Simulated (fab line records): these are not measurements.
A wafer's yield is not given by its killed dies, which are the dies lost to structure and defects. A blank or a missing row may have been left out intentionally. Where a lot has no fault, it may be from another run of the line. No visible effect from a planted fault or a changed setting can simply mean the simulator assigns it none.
Which of the tools did it? -- flow sky130 -- 11 lots with 33 wafers sampled at 6 steps, on a route of 708 steps

WHAT THE GAUGES SHOWED, per wafer
SKY_VIA1_CD_MEAS_12: target cd 150 nm. Usual: cd-nm 150.2 nm, standard deviation 1.9.
lot,measured,on,cd-nm (nm),flag
L814,day 33 22:23,cd-sem-02,149.3 150.0 148.5,
L817,day 34 17:31,cd-sem-02,152.1 150.9 149.7,
L818,day 35 20:52,cd-sem-01,149.3 146.7 147.4,
L819,day 36 01:28,cd-sem-01,149.9 150.0 148.8,
L821,day 36 12:38,cd-sem-01,147.9 149.7 148.8,
L829,day 39 10:03,cd-sem-01,150.5 150.5 151.5,
L831,day 39 15:09,cd-sem-01,149.6 150.3 150.2,
L832,day 39 16:55,cd-sem-01,149.5 147.4 148.0,
L834,day 40 02:03,cd-sem-02,149.1 149.7 149.1,
L836,day 40 23:16,cd-sem-02,151.6 149.8 150.2,
L837,day 41 00:46,cd-sem-02,152.5 151.5 151.4,

SKY_METAL2_CD_MEAS_15: target cd 140 nm. Usual: cd-nm 139.4 nm, standard deviation 1.3.
lot,measured,on,cd-nm (nm),flag
L814,day 35 03:16,cd-sem-02,138.3 138.8 138.3,
L817,day 35 21:10,cd-sem-02,141.2 140.2 139.9,
L818,day 37 01:01,cd-sem-01,- 141.6 140.2,
L819,day 37 05:01,cd-sem-02,138.3 - 139.2,
L821,day 37 16:44,cd-sem-02,136.4 - 139.2,
L829,day 40 12:29,cd-sem-02,139.7 140.2 141.2,
L831,day 40 16:48,cd-sem-02,137.3 136.2 136.9,
L832,day 40 18:45,cd-sem-02,139.6 140.7 139.2,
L834,day 41 04:07,cd-sem-01,138.0 138.6 139.2,
L836,day 42 00:34,cd-sem-02,141.7 140.7 141.6,
L837,day 42 03:07,cd-sem-02,139.0 138.7 139.0,

SKY_METAL2_OVL_MEAS_16. Usual: METAL2_OVL -1 nm, standard deviation 4.8.
lot,measured,on,METAL2_OVL (nm),flag
L814,day 35 03:23,overlay-02,-7 1 -4,
L817,day 35 21:14,overlay-02,7 1 0,
L818,day 37 01:05,overlay-01,- 0 5,
L819,day 37 05:08,overlay-02,-5 - -1,
L821,day 37 16:50,overlay-02,3 - 9,
L829,day 40 12:35,overlay-01,-2 -8 1,
L831,day 40 16:53,overlay-02,-1 -7 -1,
L832,day 40 18:52,overlay-01,-1 1 3,
L834,day 41 04:13,overlay-02,-8 -5 -9,
L836,day 42 00:41,overlay-02,-4 -8 4,
L837,day 42 03:14,overlay-01,-3 -3 3,

SKY_METAL3_CD_MEAS_13: target cd 300 nm. Usual: cd-nm 299.5 nm, standard deviation 1.2.
lot,measured,on,cd-nm (nm),flag
L814,day 38 12:17,cd-sem-01,301.0 301.9 300.9,
L817,day 39 06:22,cd-sem-01,298.3 300.0 299.3,
L818,day 40 08:48,cd-sem-02,300.8 301.5,
L819,day 40 13:16,cd-sem-02,299.8 301.0,
L821,day 41 00:20,cd-sem-02,301.1 300.2,
L829,day 43 14:33,cd-sem-01,298.4 298.5 298.9,
L831,day 43 17:36,cd-sem-02,299.3 299.3 299.2,
L832,day 43 21:13,cd-sem-02,299.4 299.2 299.5,
L834,day 44 04:36,cd-sem-02,300.8 300.9 299.7,
L836,day 45 00:31,cd-sem-02,296.6 299.7 297.5,
L837,day 45 04:01,cd-sem-02,299.5 299.3 299.6,

TOOL THAT RAN EACH LOT (tool first, then ch and the chambers of the sampled wafers, then the start)
lot,SKY_METAL2_EXPOSE_12,SKY_METAL3_SPUTTER_01
L814,"krf-scanner-01 ch 0, day 34 13:15","pvd-sputter-04, day 36 07:40"
L817,"krf-scanner-02 ch 0, day 35 08:16","pvd-sputter-03, day 37 01:41"
L818,"krf-scanner-02 ch 0, day 36 11:46","pvd-sputter-02, day 38 06:37"
L819,"krf-scanner-02 ch 0, day 36 15:25","pvd-sputter-03, day 38 10:28"
L821,"krf-scanner-02 ch 0, day 37 03:53","pvd-sputter-03, day 38 21:41"
L829,"krf-scanner-02 ch 0, day 40 00:14","pvd-sputter-03, day 41 16:12"
L831,"krf-scanner-01 ch 0, day 40 04:40","pvd-sputter-03, day 41 20:35"
L832,"krf-scanner-01 ch 0, day 40 06:37","pvd-sputter-02, day 41 23:02"
L834,"krf-scanner-02 ch 0, day 40 16:09","pvd-sputter-03, day 42 07:12"
L836,"krf-scanner-02 ch 0, day 41 13:18","pvd-sputter-04, day 43 02:32"
L837,"krf-scanner-02 ch 0, day 41 15:25","pvd-sputter-04, day 43 06:55"
- SKY_METAL2_EXPOSE_12: exposes mask MM2, target cd 140 nm.
- SKY_METAL3_SPUTTER_01: material TiN, target thk 20 nm, time 16.7 s.

WHAT THE TOOLS THEMSELVES READ (means of the sampled wafers that have a number; where no wafer has one, the mark that the record gives instead)
SKY_METAL2_EXPOSE_12. Usual: reticle-temp-C 23.01 C, standard deviation 0.11.
lot,tool,reticle-temp-C (C),flag
L814,krf-scanner-01,23.01,
L817,krf-scanner-02,23.14,
L818,krf-scanner-02,23.08,
L819,krf-scanner-02,23.01,
L821,krf-scanner-02,22.94,
L829,krf-scanner-02,22.96,
L831,krf-scanner-01,23.15,
L832,krf-scanner-01,22.94,
L834,krf-scanner-02,23.09,
L836,krf-scanner-02,23.05,
L837,krf-scanner-02,22.97,

SKY_METAL3_SPUTTER_01. Usual: throttle-valve-pct 30.7 %, standard deviation 1.4.
lot,tool,throttle-valve-pct (%),flag
L814,pvd-sputter-04,28.7,
L817,pvd-sputter-03,31.6,
L818,pvd-sputter-02,29.7,
L819,pvd-sputter-03,31.6,
L821,pvd-sputter-03,31.6,
L829,pvd-sputter-03,31.6,
L831,pvd-sputter-03,31.3,
L832,pvd-sputter-02,29.5,
L834,pvd-sputter-03,31.7,
L836,pvd-sputter-04,28.7,
L837,pvd-sputter-04,30.0,

THE ANSWER, worked out from the rows above alone
Rule: a lot counts as off when the mean over its wafers that have a number is more than 3 standard deviations away from the usual mean. Also off: a lot with no number at a reading for which 4 or more lots have one. The other lots that the step has rows for count as sound. Order of review: gauges by route order, followed by the tools' own readings, for which a lot's mean as printed above is used. At the first step where some lot is off, the reading lying furthest off is the one used; lots without a number count as furthest.
None of the lots is off at any reading shown; this tells nothing.

WHAT THE SIMULATOR HAD PUT IN
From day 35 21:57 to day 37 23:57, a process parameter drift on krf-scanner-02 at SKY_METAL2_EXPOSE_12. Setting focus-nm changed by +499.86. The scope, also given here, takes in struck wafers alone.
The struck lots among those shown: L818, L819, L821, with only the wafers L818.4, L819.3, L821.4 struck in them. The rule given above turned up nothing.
